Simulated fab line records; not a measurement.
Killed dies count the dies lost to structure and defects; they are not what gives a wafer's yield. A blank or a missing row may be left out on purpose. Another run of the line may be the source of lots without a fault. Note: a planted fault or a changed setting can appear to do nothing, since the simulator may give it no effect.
fab line records    flow gf180mcu
[record] lots = 14  wafers = 42  last_day = 35
route steps=602 shown POLY_GATE@157
lots with no fault: from the same line, run without faults
start_h: hours from the record's first day to the start of the lot's first wafer shown    wait_h: time in hours since the lot's previous step    " as in the row above    L1.1+2: several wafers, shown together as one row    - either no value or no given start    * or withheld: withheld    < > ~ a bound
route shown NAME@n: a module of which the file shows steps, and the number in the route of the first    usual: average and standard deviation across the fault-free wafers    same: alike in all rows    chamber/n: place in a boat    sites: the reading at each site    _std_site: the values' standard deviation    _edge_site: outer sites' mean less inner sites'    radius_mm: how far each site lies from the wafer's centre    mask NAME#n: copy n    behind: the last tool/chamber to shape the wafer    hold: cause of the lot's hold/its duration in hours/its outcome    device: transistor that didn't switch, given as n, p or np    end of line: tests of these same wafers at the route's end    where a step has no rows: the recipe by itself    killed: dies that structure and defects cost at the first sort, which is not the same as the wafer's yield    map: dies across one wafer; x = killed, . = not, _ = none there
set.NAME: the setting as run; set.NAME@STEP: as run at that earlier step    model.NAME: the simulator's own value behind a step, which no gauge read
steps of the route over a sample of lots; a table a step, a row a wafer
services: the hour from which a tool's chamber was out of use, counted from the record's first day as start_h (under 0 if before that day), plus the number of hours and why
[[steps]]
[step GF_POLY_GATE_CVD_00]
[recipe] material = poly-Si  target_thk_nm = 200  temp_c = 620  time_s = 1200  pressure_mtorr = 200
[usual] spike_tc_top_C = 637.2/1.5  susceptor_temp_C = 619.95/0.29  zone_power_centre_pct = 9.3/0.49
lot.wafer  tool      chamber  start_h  wait_h  spike_tc_top_C  susceptor_temp_C  zone_power_centre_pct
L115.1     lpcvd-02  1        181.68   0.0     637.0           619.89            9.3
L115.2     "         1        "        "       638.7           619.89            9.2
L115.3     "         1        "        "       637.3           620.20            9.1
L116.3     lpcvd-01  0        187.36   0.0     638.6           620.38            8.4
L116.5     "         0        "        "       638.5           619.48            8.5
L116.6     "         0        "        "       639.8           619.97            8.6
L117.1     lpcvd-01  1        193.43   0.7     637.7           619.65            10.0
L117.2     "         1        "        "       638.3           619.78            9.9
L117.5     "         1        "        "       635.2           619.38            9.9
L118.1     lpcvd-02  1        202.26   0.0     638.2           619.93            9.2
L118.3     "         1        "        "       636.8           620.02            9.2
L118.6     "         1        "        "       638.8           619.85            9.1
L119.1     lpcvd-02  1        204.62   0.0     638.2           619.96            9.1
L119.3     "         1        "        "       639.2           619.54            9.1
L119.4     "         1        "        "       639.0           619.99            9.1
L120.1     lpcvd-02  0        213.27   0.0     636.1           619.82            9.1
L120.2     "         0        "        "       635.1           620.29            9.0
L120.6     "         0        "        "       634.7           620.11            9.0
L122.2     lpcvd-02  1        224.06   0.0     638.9           620.29            9.3
L122.3     "         1        "        "       636.8           620.28            9.1
L122.6     "         1        "        "       637.1           620.01            9.3
L124.1     lpcvd-02  1        241.40   0.7     637.5           620.19            9.1
L124.5     "         1        "        "       637.9           619.89            9.2
L124.6     "         1        "        "       638.2           619.95            9.1
L128.2     lpcvd-01  0        268.07   0.0     639.1           619.96            8.7
L128.3     "         0        "        "       639.5           619.83            8.6
L128.4     "         0        "        "       637.5           619.95            8.7
L131.1     lpcvd-02  0        288.85   0.0     635.8           620.17            9.0
L131.2     "         0        "        "       635.1           619.44            9.1
L131.6     "         0        "        "       634.2           619.46            9.0
L132.1     lpcvd-01  1        294.52   0.0     637.4           619.85            10.0
L132.4     "         1        "        "       635.4           619.96            10.0
L132.6     "         1        "        "       636.7           620.46            9.9
L134.2     lpcvd-02  1        309.56   0.0     637.5           620.17            9.2
L134.4     "         1        "        "       639.0           619.93            9.0
L134.5     "         1        "        "       637.0           620.06            9.1
L137.1     lpcvd-01  1        330.25   0.0     636.1           619.70            9.8
L137.3     "         1        "        "       636.6           620.24            10.0
L137.4     "         1        "        "       638.4           619.76            9.8
L138.1     lpcvd-01  1        342.85   0.0     636.6           620.25            10.0
L138.3     "         1        "        "       637.0           619.62            9.9
L138.6     "         1        "        "       637.7           619.84            9.8
[step GF_POLY_GATE_THK_MEAS_01]
[recipe] reads = poly-Si_of_POLY_GATE_CVD_00
[usual] POLY_GATE_CVD_00_THK = 200.8/2.2
lot.wafer  tool           chamber  start_h  wait_h  POLY_GATE_CVD_00_THK[nm]
L115.1     film_metro-04  -        183.01   0.0     199.1
L115.2     "              -        "        "       198.3
L115.3     "              -        "        "       197.6
L116.3     film_metro-03  -        188.71   0.0     198.9
L116.5     "              -        "        "       199.1
L116.6     "              -        "        "       200.0
L117.1     film_metro-02  -        194.76   0.0     198.8
L117.2     "              -        "        "       198.3
L117.5     "              -        "        "       199.5
L118.1     film_metro-02  -        203.59   0.0     201.7
L118.3     "              -        "        "       199.9
L118.6     "              -        "        "       199.9
L119.1     film_metro-04  -        205.95   0.0     199.2
L119.3     "              -        "        "       198.7
L119.4     "              -        "        "       198.1
L120.1     film_metro-02  -        214.60   0.0     198.5
L120.2     "              -        "        "       198.8
L120.6     "              -        "        "       199.7
L122.2     film_metro-03  -        225.40   0.0     200.5
L122.3     "              -        "        "       198.8
L122.6     "              -        "        "       200.8
L124.1     film_metro-04  -        242.73   0.0     199.0
L124.5     "              -        "        "       199.3
L124.6     "              -        "        "       199.3
L128.2     film_metro-03  -        269.41   0.0     203.3
L128.3     "              -        "        "       203.9
L128.4     "              -        "        "       204.3
L131.1     film_metro-02  -        290.85   0.0     171.8
L131.2     "              -        "        "       172.8
L131.6     "              -        "        "       173.1
L132.1     film_metro-03  -        295.85   0.0     203.1
L132.4     "              -        "        "       201.4
L132.6     "              -        "        "       203.2
L134.2     film_metro-02  -        310.91   0.0     170.4
L134.4     "              -        "        "       171.7
L134.5     "              -        "        "       171.6
L137.1     film_metro-03  -        331.58   0.0     203.0
L137.3     "              -        "        "       200.7
L137.4     "              -        "        "       202.4
L138.1     film_metro-03  -        344.18   0.0     202.8
L138.3     "              -        "        "       203.1
L138.6     "              -        "        "       202.4
[step GF_POLY_GATE_ETCH_13]
[recipe] target = poly-Si  target_depth_nm = 198.5  stop_on = SiO2  over_etch_frac = 0.403  chemistry = HBr/Cl2  icp_w = 400  bias_w = 100  pressure_mtorr = 10  HBr_flow_sccm = 150  Cl2_flow_sccm = 50  time_s = 69.6
[usual] HBr_flow_sccm = 150.0/0.49  drypump_motor_current_A = 5.6/0.5  oes_product_au = 0.995/0.0077  throttle_valve_pct = 33.684/0.0096
lot.wafer  tool       chamber  start_h  wait_h  HBr_flow_sccm  drypump_motor_current_A  oes_product_au  rf_hours_counter_h  throttle_valve_pct
L115.1     rie_si-01  3        199.15   -       149.9          4.9                      0.998           113                 33.677
L115.2     "          2        "        "       150.2          4.9                      0.991           25                  33.698
L115.3     "          1        "        "       150.3          5.7                      0.986           91                  33.675
L116.3     rie_si-02  3        204.68   -       150.0          5.7                      0.989           1                   33.668
L116.5     "          3        "        "       149.3          5.7                      1.004           -                   33.671
L116.6     "          0        "        "       149.5          6.4                      1.000           -                   33.675
L117.1     rie_si-02  3        212.30   -       150.6          5.7                      0.990           1                   33.701
L117.2     "          1        "        "       150.4          5.7                      0.990           90                  33.687
L117.5     "          2        "        "       149.1          5.9                      1.001           -                   33.683
L118.1     rie_si-02  3        221.59   -       149.3          5.7                      0.993           1                   33.688
L118.3     "          1        "        "       149.0          5.7                      0.986           90                  33.687
L118.6     "          3        "        "       149.9          5.8                      0.993           -                   33.669
L119.1     rie_si-02  2        223.70   -       150.3          6.0                      0.999           0                   33.677
L119.3     "          3        "        "       150.2          5.7                      0.981           1                   33.668
L119.4     "          1        "        "       149.9          5.7                      0.988           90                  33.680
L120.1     rie_si-01  2        232.80   -       150.1          4.9                      0.982           25                  33.659
L120.2     "          0        "        "       150.9          5.2                      0.987           81                  33.678
L120.6     "          0        "        "       151.7          5.2                      0.992           -                   33.684
L122.2     rie_si-01  1        243.80   -       149.8          5.7                      0.989           92                  33.687
L122.3     "          2        "        "       150.1          4.9                      0.993           25                  33.695
L122.6     "          0        "        "       149.6          5.2                      1.002           -                   33.682
L124.1     rie_si-02  1        261.30   -       149.9          5.7                      0.991           91                  33.683
L124.5     "          0        "        "       149.7          6.5                      0.994           -                   33.693
L124.6     "          3        "        "       150.6          5.7                      0.998           -                   33.676
L128.2     rie_si-02  2        288.85   -       150.5          5.9                      1.013           1                   33.700
L128.3     "          1        "        "       149.6          5.7                      1.006           91                  33.662
L128.4     "          0        "        "       150.0          6.4                      1.006           59                  33.674
L131.1     rie_si-01  3        311.05   -       150.2          4.9                      0.896           1                   33.692
L131.2     "          2        "        "       150.2          4.9                      0.889           26                  33.696
L131.6     "          1        "        "       149.9          5.7                      0.905           -                   33.699
L132.1     rie_si-01  0        316.66   -       150.1          5.2                      1.009           82                  33.689
L132.4     "          1        "        "       150.0          5.7                      0.989           93                  33.685
L132.6     "          2        "        "       149.3          4.9                      0.995           -                   33.679
L134.2     rie_si-02  0        332.20   -       150.3          6.4                      0.893           60                  33.702
L134.4     "          1        "        "       150.0          5.7                      0.904           92                  33.686
L134.5     "          0        "        "       149.9          6.4                      0.897           -                   33.686
L137.1     rie_si-01  0        353.14   -       150.2          5.1                      0.999           83                  33.683
L137.3     "          3        "        "       149.0          4.9                      0.985           1                   33.691
L137.4     "          3        "        "       149.1          4.9                      0.994           -                   33.683
L138.1     rie_si-02  3        366.40   -       150.3          5.7                      0.998           2                   33.686
L138.3     "          0        "        "       150.3          6.5                      1.002           60                  33.687
L138.6     "          0        "        "       149.9          6.4                      0.996           -                   33.687
[[services]]
tool       chamber  start_h  hours  kind
rie_si-02  0        208.09   4.2    repair
rie_si-01  3        247.06   -      clean
rie_si-01  3        247.06   15.4   scheduled_down
rie_si-01  3        247.06   15.4   vent_cycle
lpcvd-01   -        324.20   2.8    pm
rie_si-01  1        339.09   -      clean
rie_si-01  1        339.09   23.9   scheduled_down
rie_si-01  1        339.09   23.9   vent_cycle
rie_si-02  1        344.00   -      clean
rie_si-02  1        344.00   15.4   scheduled_down
rie_si-02  1        344.00   15.4   vent_cycle
rie_si-02  2        365.90   7.2    repair
[[key]]
[first_sign] step = GF_POLY_GATE_THK_MEAS_01  reading = POLY_GATE_CVD_00_THK  direction = down  sigmas = 13  usual = 200.8  struck = 171.9
[effect] step = GF_POLY_GATE_ETCH_13  reading = oes_product_au  direction = down  sigmas = 13  usual = 0.995  struck = 0.897
met_at GF_POLY_GATE_CVD_00
struck_lots L131,L134
tester_left_out L131,L134
onset_between 241.40 288.85
[fault] kind = site_profile_drift  tool = lpcvd-02  chamber = -  onset_h = 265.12  steps = GF_POLY_GATE_CVD_00  basis = fraction  max_abs_drift = 0.32405  slope_share_per_hr = 72.011  site_pattern = 0,0,0,0,0,-1,-1,-1,-1
// tester_left_out: of these lots the tester's yield and bins aren't shown, on N5 and GAA mostly nor the transistor test; their killed dies are dies lost to structure and defects alone, not to doping, threshold or leakage, so they don't give the yield
